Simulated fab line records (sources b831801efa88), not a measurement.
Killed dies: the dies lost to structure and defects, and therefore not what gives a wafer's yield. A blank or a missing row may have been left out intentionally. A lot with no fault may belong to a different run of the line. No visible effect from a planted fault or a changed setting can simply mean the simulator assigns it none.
Which of the tools did it? -- flow gf180mcu -- 12 lots, 36 wafers sampled, at 2 steps of a route of 602

== WHAT EACH GAUGE READ, for each wafer ==
GF_V5_RS_MEAS_24: a four-point-probe measurement.
lot,measured,on,V5_W_RS (ohm/sq)
L859,day 27 17:24,film metro-03,0.323 0.331 0.325
L863,day 28 17:47,film metro-04,0.322 0.326 0.326
L864,day 29 04:51,film metro-04,0.322 0.326 0.311
L865,day 29 06:56,film metro-01,0.325 0.317 0.327
L866,day 29 19:03,film metro-03,0.313 0.329 0.315
L867,day 30 00:33,film metro-04,0.324 0.310 0.311
L871,day 31 06:12,film metro-04,0.325 0.325 0.332
L874,day 31 23:55,film metro-01,0.316 0.323 0.323
L875,day 32 07:10,film metro-03,0.325 0.323 0.331
L876,day 32 11:24,film metro-01,0.322 0.317 0.323
L878,day 33 00:51,film metro-03,0.322 0.324 0.322
L881,day 33 14:13,film metro-01,0.326 0.329 0.329

GF_TOP_METAL_OVL_MEAS_15.
lot,measured,on,TOP_METAL_OVL (nm)
L859,day 28 13:25,overlay-02,0.6 -0.1 -0.6
L863,day 29 13:56,overlay-01,0.1 2.1 -0.6
L864,day 30 00:47,overlay-02,0.7 -0.7 0.7
L865,day 30 02:23,overlay-02,-1.3 0.3 -0.3
L866,day 30 14:08,overlay-02,0.2 -0.3 -0.2
L867,day 30 19:32,overlay-01,1.0 0.9 -1.1
L871,day 32 00:05,overlay-02,0.9 -0.4 -0.8
L874,day 32 16:40,overlay-01,0.3 -0.4 0.0
L875,day 33 00:11,overlay-01,1.6 1.3 0.9
L876,day 33 03:31,overlay-02,-1.1 -1.5 -0.7
L878,day 33 16:46,overlay-01,1.9 0.7 -0.8
L881,day 34 05:55,overlay-02,0.7 0.0 1.0

== EACH LOT AND THE TOOL THAT RAN IT (in order: tool; ch and the chambers of the sampled wafers; start) ==
Record: no process step prior to these readings.

== WHAT THE TOOLS THEMSELVES READ (means of the sampled wafers that have a number; where no wafer has one, the mark that the record gives instead) ==
The record holds no such reading with a usual standard deviation.

== THE ANSWER, worked out from the rows above alone ==
Rule: the lots themselves supply what counts as usual. Put in order of their means at a reading, lots are off if they are a third of the lots or fewer, leave a main group of 4 or more, and stand apart from it by a gap of 3 or more times the standard deviation of the main group's means; of several such gaps the widest counts. A main group whose means are all the same, to the digits that the tables above print for the reading, isn't used. A lot without any number at a reading at which 4 lots or more have one is off too. The other lots that the step has rows for count as sound. Order of review: gauges by route order, followed by the tools' own readings, for which a lot's mean as printed above is used. At the first step where some lot is off, the reading lying furthest off is the one used; lots without a number count as furthest.
No lot is off at any reading shown: from this, nothing can be told.

== WHAT THE SIMULATOR HAD INSERTED ==
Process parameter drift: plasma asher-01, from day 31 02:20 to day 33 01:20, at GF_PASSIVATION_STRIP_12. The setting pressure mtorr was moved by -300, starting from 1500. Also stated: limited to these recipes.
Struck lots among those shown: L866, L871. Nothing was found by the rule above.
